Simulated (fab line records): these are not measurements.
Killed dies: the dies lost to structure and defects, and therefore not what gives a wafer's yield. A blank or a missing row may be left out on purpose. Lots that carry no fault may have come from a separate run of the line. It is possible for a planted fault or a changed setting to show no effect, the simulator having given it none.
Matching of chambers | flow sky130 | cmp-02 running SKY_VIA2_CMP_02: 4 sister chambers
The step polishes SiO2. 14 wafers are shown with their chamber, then 7 later ones without.

EACH WAFER AND ITS CHAMBER
wafer  | chamber | motor current A (A) | slurry flow ml min
L187.1 | 3       | 9.2                 | 150.1
L187.4 | 2       | 14.9                | 150.7
L187.5 | 3       | 9.5                 | 149.7
L189.1 | 2       | 13.8                | 150.0
L189.3 | 1       | 12.0                | 150.5
L189.4 | 0       | 11.8                | 149.5
L191.3 | 3       | 9.5                 | 150.5
L191.5 | 2       | 13.6                | 149.6
L191.6 | 3       | 9.2                 | 151.2
L194.2 | 2       | 14.6                | 150.0
L194.3 | 3       | 9.7                 | 150.2
L194.4 | 0       | 12.0                | 150.2
L199.4 | 3       | 9.8                 | 150.2
L199.5 | 0       | 11.6                | 150.1

SIGNATURES (means of the wafers above)
reading            | chamber 0 | chamber 1 | chamber 2 | chamber 3 | scatter within a chamber
motor current A    | 11.800    | 12.000    | 14.225    | 9.483     | 0.394
slurry flow ml min | 149.933   | 150.500   | 150.075   | 150.317   | 0.467
Rule: for each reading, subtract the chamber's mean from the wafer's reading, divide by that reading's scatter and square the result; add these up over the readings and take the root, which gives the wafer's distance from the chamber. If the next closest chamber is less than 2 further off than the closest, the wafer can't be placed; otherwise it belongs to the closest. How the scatter is found: for the shown wafers, subtract from each reading the mean of its chamber, square and add these, divide the total by (wafers less chambers), then take the root.

WAFERS MISSING THEIR CHAMBER
wafer  | motor current A (A) | slurry flow ml min
L199.6 | 9.0                 | 150.6
L202.1 | 13.1                | 149.3
L202.2 | 9.8                 | 149.7
L202.6 | 9.6                 | 149.7
L206.2 | 9.0                 | 150.5
L206.3 | 11.1                | 150.0
L206.4 | 14.0                | 149.3

WHICH CHAMBER EACH ONE RAN IN
wafer  | from the rows above          | in truth
L199.6 | 3                            | 3
L202.1 | can't be placed: 2 or 0 or 1 | 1
L202.2 | 3                            | 3
L202.6 | 3                            | 3
L206.2 | 3                            | 3
L206.3 | can't be placed: 0 or 1      | 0
L206.4 | 2                            | 2
5 of 7 placed correctly. Unplaceable from these rows: 2, with the true chamber sitting among the candidates in 2. Number placed wrongly: 0.
